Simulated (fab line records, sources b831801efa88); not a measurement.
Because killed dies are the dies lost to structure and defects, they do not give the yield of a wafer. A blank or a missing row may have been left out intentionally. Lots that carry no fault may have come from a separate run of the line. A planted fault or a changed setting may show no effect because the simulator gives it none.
fab line records    flow sky130    part 2 of 2: steps 30 to 43 of 43
record: lots: 5  wafers: 15  last-day: 50
route steps=708 shown SONOS_TUNNEL@160 SONOS_ONO@168 GATE_OXIDE@187
lots that met no fault: taken from a fault-free run of the same line
start-h: start of the lot's first displayed wafer, in hours after the record's first day    wait-h: hours from the lot's prior step to this one    " as in the row above    L1.1+2: a row that stands for several wafers    - either no value or no given start    * or withheld: withheld    < > ~ a bound
route shown NAME@n: NAME is a module with steps in the file, n the number in the route of the first one    usual: average and standard deviation across the fault-free wafers    same: alike in all rows    chamber/n: place in a boat    sites: the reading at each site    _std_site: standard deviation of those values    _edge_site: mean of outer sites minus mean of inner sites    radius-mm: how far each site lies from the wafer's centre    mask NAME#n: copy n    behind: the most recent tool/chamber to have shaped the wafer    hold: why the lot was held/for how many hours/how that ended    device: transistor that didn't switch, given as n, p or np    end of line: the route-end tests of the same wafers    step lacking rows: just its recipe    killed: dies that structure and defects cost at the first sort, which is not the same as the wafer's yield    map: the dies of a wafer, with x for killed, . for not killed, _ for no die there
set.NAME: the setting that was run; set.NAME@STEP: the one run at that earlier step    model.NAME: the simulator's own value behind a step, which no gauge read
a table for each step, a row for each wafer; lots at some steps of the route
services: a tool's chamber out of use, with start hour (start-h, from the record's first day; less than 0 if before it), hours out, and reason
== steps ==
step: SKY_GATE_OXIDE_THK_MEAS_02
recipe: reads: SiO2_of_GATE_OXIDE_OXIDATION_01
usual: GATE_OXIDE_OXIDATION_00_THK: 10.32/0.21
lot.wafer  tool           chamber  start-h  wait-h  GATE_OXIDE_OXIDATION_00_THK[nm]
L077.1     film-metro-03  -        306.48   0.0     10.43
L077.2     "              -        "        "       10.35
L077.6     "              -        "        "       10.31
L083.2     film-metro-04  -        353.69   0.0     10.05
L083.3     "              -        "        "       9.96
L083.5     "              -        "        "       10.09
L089.1     film-metro-04  -        396.78   0.0     9.88
L089.3     "              -        "        "       10.08
L089.4     "              -        "        "       10.09
L090.1     film-metro-04  -        419.54   0.0     10.27
L090.3     "              -        "        "       10.28
L090.4     "              -        "        "       10.30
L096.2     film-metro-04  -        471.46   0.0     10.18
L096.4     "              -        "        "       10.19
L096.6     "              -        "        "       10.17
step: SKY_GATE_OXIDE_DEHYDRATE_03
recipe: temp-c: 200  time-s: 60
lot.wafer   tool            chamber  start-h  wait-h
L077.1+2+6  litho-track-02  0        318.88   12.4
L083.2+3+5  litho-track-04  0        366.79   13.1
L089.1+3+4  litho-track-03  0        410.32   13.5
L090.1+3+4  litho-track-02  0        433.83   14.3
L096.2+4+6  litho-track-03  0        485.25   13.8
step: SKY_GATE_OXIDE_HMDS_04
recipe: prime-time-s: 60  prime-temp-c: 120
lot.wafer   tool            chamber  start-h  wait-h
L077.1+2+6  litho-track-02  0        319.03   0.1
L083.2+3+5  litho-track-04  0        366.94   0.1
L089.1+3+4  litho-track-03  0        410.47   0.1
L090.1+3+4  litho-track-02  0        433.98   0.1
L096.2+4+6  litho-track-03  0        485.40   0.1
step: SKY_GATE_OXIDE_COAT_05
recipe: resist: NOVOLAK  spin-rpm: 3000  resist-thk-nm: 1140
lot.wafer   tool            chamber  start-h  wait-h
L077.1+2+6  litho-track-02  0        319.18   0.1
L083.2+3+5  litho-track-04  0        367.09   0.1
L089.1+3+4  litho-track-03  0        410.62   0.1
L090.1+3+4  litho-track-02  0        434.13   0.1
L096.2+4+6  litho-track-03  0        485.55   0.1
step: SKY_GATE_OXIDE_SOFTBAKE_06
recipe: temp-c: 90  time-s: 60  resist: NOVOLAK
lot.wafer   tool            chamber  start-h  wait-h
L077.1+2+6  litho-track-02  0        319.33   0.1
L083.2+3+5  litho-track-04  0        367.24   0.1
L089.1+3+4  litho-track-03  0        410.77   0.1
L090.1+3+4  litho-track-02  0        434.28   0.1
L096.2+4+6  litho-track-03  0        485.70   0.1
step: SKY_GATE_OXIDE_EXPOSE_07
recipe: mask-id: LVOM  na: 0.6  source-shape: conventional  sigma-outer: 0.6  polarization: unpolarized  target-cd-nm: 600  dose-mj: 170
lot.wafer   tool              chamber  start-h  wait-h  mask
L077.1+2+6  iline-stepper-02  0        -        -       LVOM#0
L083.2+3+5  iline-stepper-02  0        -        -       LVOM#0
L089.1+3+4  iline-stepper-01  0        -        -       LVOM#0
L090.1+3+4  iline-stepper-02  0        -        -       LVOM#0
L096.2+4+6  iline-stepper-01  0        -        -       LVOM#0
step: SKY_GATE_OXIDE_PEB_08
recipe: temp-c: withheld  time-s: *  resist: NOVOLAK
lot.wafer   tool            chamber  start-h  wait-h
L077.1+2+6  litho-track-03  0        -        -
L083.2+3+5  litho-track-02  0        -        -
L089.1+3+4  litho-track-02  0        -        -
L090.1+3+4  litho-track-04  0        -        -
L096.2+4+6  litho-track-04  0        -        -
step: SKY_GATE_OXIDE_DEVELOP_09
recipe: resist: NOVOLAK  developer: TMAH  develop-time-s: 60  dev-temp-c: 23
lot.wafer   tool            chamber  start-h  wait-h
L077.1+2+6  litho-track-03  0        332.62   0.1
L083.2+3+5  litho-track-02  0        380.56   0.1
L089.1+3+4  litho-track-02  0        425.63   0.1
L090.1+3+4  litho-track-04  0        449.81   0.1
L096.2+4+6  litho-track-04  0        501.08   0.1
step: SKY_GATE_OXIDE_OVL_MEAS_10
usual: GATE_OXIDE_OVL: 0.7/1.3
lot.wafer  tool        chamber  start-h  wait-h  GATE_OXIDE_OVL[nm]
L077.1     overlay-01  -        332.77   0.1     0.1
L077.2     "           -        "        "       0.0
L077.6     "           -        "        "       -0.7
L083.2     overlay-01  -        380.69   0.1     1.8
L083.3     "           -        "        "       0.4
L083.5     "           -        "        "       2.6
L089.1     overlay-02  -        425.78   0.1     0.6
L089.3     "           -        "        "       -0.4
L089.4     "           -        "        "       0.4
L090.1     overlay-02  -        449.96   0.1     -1.0
L090.3     "           -        "        "       -1.4
L090.4     "           -        "        "       -0.2
L096.2     overlay-01  -        501.22   0.1     2.2
L096.4     "           -        "        "       1.0
L096.6     "           -        "        "       2.6
step: SKY_GATE_OXIDE_IMPLANT_11
recipe: species: B  energy-kev: 10  dose-cm2: 2.6e+12  tilt-deg: withheld
lot.wafer   tool          chamber  start-h  wait-h
L077.1+2+6  implanter-04  0        332.81   0.0
L083.2+3+5  implanter-01  0        380.74   0.0
L089.1+3+4  implanter-04  0        425.82   0.0
L090.1+3+4  implanter-04  0        450.00   0.0
L096.2+4+6  implanter-02  0        501.27   0.0
step: SKY_GATE_OXIDE_WET_ETCH_12
recipe: chemistry: dHF  target-depth-nm: 16.8  dry: n2-spin  target: SiO2  dilution: 100:1  temp-c: 25  time-s: 336
usual: bath-heat-duty-pct: 6.5/0.92
lot.wafer  tool          chamber  start-h  wait-h  bath-heat-duty-pct
L077.1     wet-bench-03  2        332.96   0.1     5.0
L077.2     "             2        "        "       5.6
L077.6     "             2        "        "       5.2
L083.2     wet-bench-03  0        380.87   0.1     6.9
L083.3     "             0        "        "       7.0
L083.5     "             0        "        "       7.4
L089.1     wet-bench-03  1        425.97   0.1     7.6
L089.3     "             1        "        "       6.9
L089.4     "             1        "        "       8.3
L090.1     wet-bench-04  3        450.15   0.1     7.4
L090.3     "             3        "        "       5.1
L090.4     "             3        "        "       7.3
L096.2     wet-bench-03  0        501.40   0.1     7.7
L096.4     "             0        "        "       6.9
L096.6     "             0        "        "       6.1
step: SKY_GATE_OXIDE_STRIP_13
recipe: chemistry: O2/N2  power-w: 1400  pressure-mtorr: 1500  platen-temp-c: withheld  o2-flow-sccm: 3000  n2-flow-sccm: 300  overash-fraction: 0.5
usual: drypump-motor-current-A: 6.0/0.79  oes-product-au: 0.715/0.0046  strip-time-to-endpoint-s: 14.19/0.046
lot.wafer  tool             chamber  start-h  wait-h  drypump-motor-current-A  oes-product-au  rf-hours-counter-h  strip-time-to-endpoint-s
L077.1     plasma-asher-04  0        333.07   0.0     6.4                      0.725           21                  14.20
L077.2     "                1        "        "       4.7                      0.712           21                  14.20
L077.6     "                0        "        "       6.3                      0.722           -                   14.16
L083.2     plasma-asher-03  1        380.97   0.0     6.7                      0.719           68                  14.19
L083.3     "                1        "        "       6.7                      0.710           -                   14.19
L083.5     "                0        "        "       6.5                      0.717           -                   14.25
L089.1     plasma-asher-02  1        426.07   0.0     5.0                      0.714           63                  14.22
L089.3     "                1        "        "       5.1                      0.706           -                   14.19
L089.4     "                0        "        "       4.8                      0.709           -                   14.18
L090.1     plasma-asher-03  0        450.25   0.0     6.4                      0.717           75                  14.22
L090.3     "                0        "        "       6.4                      0.725           -                   14.21
L090.4     "                1        "        "       6.7                      0.711           -                   14.14
L096.2     plasma-asher-02  1        501.52   0.0     5.1                      0.710           70                  14.20
L096.4     "                1        "        "       5.1                      0.720           -                   14.27
L096.6     "                1        "        "       5.1                      0.719           -                   14.22
step: SKY_GATE_OXIDE_TW_MEAS_14
usual: GATE_OXIDE_TW: 223.8/1.2
lot.wafer  tool           chamber  start-h  wait-h  GATE_OXIDE_TW
L077.1     film-metro-04  -        333.17   0.1     223.6
L077.2     "              -        "        "       223.7
L077.6     "              -        "        "       223.9
L083.2     film-metro-04  -        381.08   0.1     222.1
L083.3     "              -        "        "       222.5
L083.5     "              -        "        "       224.9
L089.1     film-metro-04  -        426.17   0.1     225.3
L089.3     "              -        "        "       225.3
L089.4     "              -        "        "       224.8
L090.1     film-metro-04  -        450.35   0.1     224.6
L090.3     "              -        "        "       223.7
L090.4     "              -        "        "       225.1
L096.2     film-metro-02  -        501.63   0.1     224.6
L096.4     "              -        "        "       223.4
L096.6     "              -        "        "       223.1
step: SKY_GATE_OXIDE_CLEAN_15
recipe: chemistry: SC1/SC2  mix: 1:4:20  temp-c: 70  time-s: 150  dry: n2-spin
usual: bath-heat-duty-pct: 13.5/1.6
lot.wafer  tool          chamber  start-h  wait-h  bath-heat-duty-pct
L077.1     wet-bench-03  3        333.23   0.1     13.9
L077.2     "             3        "        "       14.4
L077.6     "             3        "        "       14.1
L083.2     wet-bench-04  1        381.13   0.0     10.5
L083.3     "             1        "        "       10.0
L083.5     "             1        "        "       10.0
L089.1     wet-bench-04  0        426.23   0.1     13.9
L089.3     "             0        "        "       13.8
L089.4     "             0        "        "       12.5
L090.1     wet-bench-03  3        450.41   0.1     13.2
L090.3     "             3        "        "       13.4
L090.4     "             3        "        "       13.9
L096.2     wet-bench-01  3        501.68   0.0     10.6
L096.4     "             3        "        "       10.2
L096.6     "             3        "        "       11.4
== services ==
tool              chamber  start-h  hours  kind
furnace-02        -        248.55   4.8    pm
rie-diel-02       2        252.54   4.3    repair
furnace-01        -        257.38   3.8    pm
iline-stepper-02  -        274.24   5.5    repair
lpcvd-03          -        285.14   6.1    pm
rie-diel-02       2        285.87   3.8    repair
plasma-asher-03   -        297.17   3.5    repair
implanter-02      -        305.57   2.5    repair
furnace-02        -        313.60   3.3    pm
iline-stepper-02  -        314.76   1.2    repair
rie-diel-02       0        319.64   4.6    repair
wet-bench-04      -        328.06   5.4    repair
lpcvd-02          -        349.00   0.6    repair
iline-stepper-02  -        380.07   7.4    repair
iline-stepper-02  -        387.78   1.7    pm
iline-stepper-01  -        422.24   1.3    repair
furnace-01        -        425.61   3.2    pm
rie-diel-02       -        433.19   2.8    pm
lpcvd-03          -        453.32   17.2   pm
iline-stepper-01  -        460.37   1.7    pm
rie-diel-02       3        471.64   9.5    repair
furnace-02        -        477.75   3.2    pm
furnace-02        -        481.01   3.8    pm
iline-stepper-02  -        489.62   5.7    repair
